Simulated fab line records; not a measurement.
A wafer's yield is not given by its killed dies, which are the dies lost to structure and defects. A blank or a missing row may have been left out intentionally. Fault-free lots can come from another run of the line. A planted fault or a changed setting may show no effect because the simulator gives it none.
Check for tools in common :: flow gf180mcu :: Lots sampled 13, wafers sampled 39

== THE REASON FOR OPENING IT ==
3 of 13 lots carry a flag on the reading V5_CVD_00_THK at GF_V5_THK_MEAS_01. No-fault wafers: 297.5 nm, standard deviation 2.3.
Rule: flag the lot when none of its wafers has a number, or when each of its wafers that has one lies beyond 4 standard deviations from that mean. The other lots count as sound.

lot: L662
measured: day 25 22:11
on: film metro-01
V5_CVD_00_THK (nm), wafer by wafer: 300.7 301.7 299.9
flag: 

lot: L664
measured: day 26 15:16
on: film metro-03
V5_CVD_00_THK (nm), wafer by wafer: 295.5 298.9 297.5
flag: 

lot: L665
measured: day 27 03:55
on: film metro-03
V5_CVD_00_THK (nm), wafer by wafer: 297.5 296.9 297.2
flag: 

lot: L666
measured: day 27 12:53
on: film metro-02
V5_CVD_00_THK (nm), wafer by wafer: 290.7 294.4 295.4
flag: 

lot: L667
measured: day 27 15:32
on: film metro-01
V5_CVD_00_THK (nm), wafer by wafer: 295.6 298.3 296.8
flag: 

lot: L669
measured: day 28 20:25
on: film metro-02
V5_CVD_00_THK (nm), wafer by wafer: 299.4 293.6 294.5
flag: 

lot: L671
measured: day 29 03:43
on: film metro-03
V5_CVD_00_THK (nm), wafer by wafer: 593.7 589.8 594.2
flag: FLAGGED

lot: L672
measured: day 30 02:02
on: film metro-02
V5_CVD_00_THK (nm), wafer by wafer: 295.9 301.7 300.7
flag: 

lot: L673
measured: day 30 10:34
on: film metro-01
V5_CVD_00_THK (nm), wafer by wafer: 594.3 596.9 590.6
flag: FLAGGED

lot: L676
measured: day 31 08:41
on: film metro-03
V5_CVD_00_THK (nm), wafer by wafer: 297.7 297.9 297.8
flag: 

lot: L679
measured: day 31 13:19
on: film metro-01
V5_CVD_00_THK (nm), wafer by wafer: 601.2 599.6 599.2
flag: FLAGGED

lot: L683
measured: day 32 09:58
on: film metro-01
V5_CVD_00_THK (nm), wafer by wafer: 295.0 294.6 298.2
flag: 

lot: L684
measured: day 32 14:51
on: film metro-02
V5_CVD_00_THK (nm), wafer by wafer: 296.3 298.5 300.1
flag: 
The numbers of the flagged lots are 595.5 nm on average: +298.0 nm against the usual, or +99 or more standard deviations.

== TOOL THAT RAN EACH LOT ==
2 process steps preceding the reading are held in the record, out of 602 steps in the route. Every cell lists first the tool, next ch and the chambers used by the sampled wafers, and last the start.
lot: L662
flag: 
GF_MIM_SPUTTER_09: pvd sputter-01, day 24 01:19
GF_V5_CVD_00: hdpcvd-01 ch 1,2, day 25 22:07

lot: L664
flag: 
GF_MIM_SPUTTER_09: pvd sputter-02, day 24 20:00
GF_V5_CVD_00: hdpcvd-01 ch 0,1, day 26 15:13

lot: L665
flag: 
GF_MIM_SPUTTER_09: pvd sputter-02, day 25 08:13
GF_V5_CVD_00: hdpcvd-02 ch 0,2, day 27 03:50

lot: L666
flag: 
GF_MIM_SPUTTER_09: pvd sputter-04, day 25 18:16
GF_V5_CVD_00: hdpcvd-01 ch 0,2, day 27 12:50

lot: L667
flag: 
GF_MIM_SPUTTER_09: pvd sputter-01, day 25 21:49
GF_V5_CVD_00: hdpcvd-01 ch 0,1,2, day 27 15:28

lot: L669
flag: 
GF_MIM_SPUTTER_09: pvd sputter-04, day 27 04:32
GF_V5_CVD_00: hdpcvd-02 ch 0,2, day 28 20:21

lot: L671
flag: FLAGGED
GF_MIM_SPUTTER_09: pvd sputter-02, day 27 11:23
GF_V5_CVD_00: hdpcvd-02 ch 0,1,2, day 29 03:28

lot: L672
flag: 
GF_MIM_SPUTTER_09: pvd sputter-02, day 28 11:02
GF_V5_CVD_00: hdpcvd-01 ch 0,1, day 30 01:59

lot: L673
flag: FLAGGED
GF_MIM_SPUTTER_09: pvd sputter-01, day 28 19:39
GF_V5_CVD_00: hdpcvd-01 ch 0,1, day 30 10:19

lot: L676
flag: 
GF_MIM_SPUTTER_09: pvd sputter-01, day 29 20:05
GF_V5_CVD_00: hdpcvd-01 ch 0,1,2, day 31 08:38

lot: L679
flag: FLAGGED
GF_MIM_SPUTTER_09: pvd sputter-04, day 30 00:31
GF_V5_CVD_00: hdpcvd-02 ch 0,2, day 31 13:02

lot: L683
flag: 
GF_MIM_SPUTTER_09: pvd sputter-04, day 30 23:29
GF_V5_CVD_00: hdpcvd-02 ch 0,1, day 32 09:55

lot: L684
flag: 
GF_MIM_SPUTTER_09: pvd sputter-01, day 31 03:26
GF_V5_CVD_00: hdpcvd-02 ch 0,1,2, day 32 14:47
These steps, and what they do:
- GF_MIM_SPUTTER_09: material TiN, target thk 35 nm, time 29.2 s.
- GF_V5_CVD_00: deposits SiO2, target thk 300 nm, time 50 s.
- GF_V5_THK_MEAS_01

== FLAGGED OVER TOTAL, TOOL BY TOOL (the gauges that took the reading come last) ==
step: GF_MIM_SPUTTER_09
tool: pvd sputter-01
lots run: 5
flagged: 1
share of the flagged lots: some
sound lots run after its first flagged lot: 2 (L676,L684)

step: GF_MIM_SPUTTER_09
tool: pvd sputter-02
lots run: 4
flagged: 1
share of the flagged lots: some
sound lots run after its first flagged lot: 1 (L672)

step: GF_MIM_SPUTTER_09
tool: pvd sputter-04
lots run: 4
flagged: 1
share of the flagged lots: some
sound lots run after its first flagged lot: 1 (L683)

step: GF_V5_CVD_00
tool: hdpcvd-01
lots run: 7
flagged: 1
share of the flagged lots: some
sound lots run after its first flagged lot: 1 (L676)

step: GF_V5_CVD_00
tool: hdpcvd-02
lots run: 6
flagged: 2
share of the flagged lots: some
sound lots run after its first flagged lot: 2 (L683,L684)

step: GF_V5_THK_MEAS_01
tool: film metro-01
lots run: 5
flagged: 2
share of the flagged lots: some
sound lots run after its first flagged lot: 1 (L683)

step: GF_V5_THK_MEAS_01
tool: film metro-02
lots run: 4
flagged: 0
share of the flagged lots: none
sound lots run after its first flagged lot: -

step: GF_V5_THK_MEAS_01
tool: film metro-03
lots run: 4
flagged: 1
share of the flagged lots: some
sound lots run after its first flagged lot: 1 (L676)

== THE TABLE: WHAT IT ALLOWS ==
No row of the table ran every flagged lot.

== WHAT HAD BEEN PUT IN BY THE SIMULATOR ==
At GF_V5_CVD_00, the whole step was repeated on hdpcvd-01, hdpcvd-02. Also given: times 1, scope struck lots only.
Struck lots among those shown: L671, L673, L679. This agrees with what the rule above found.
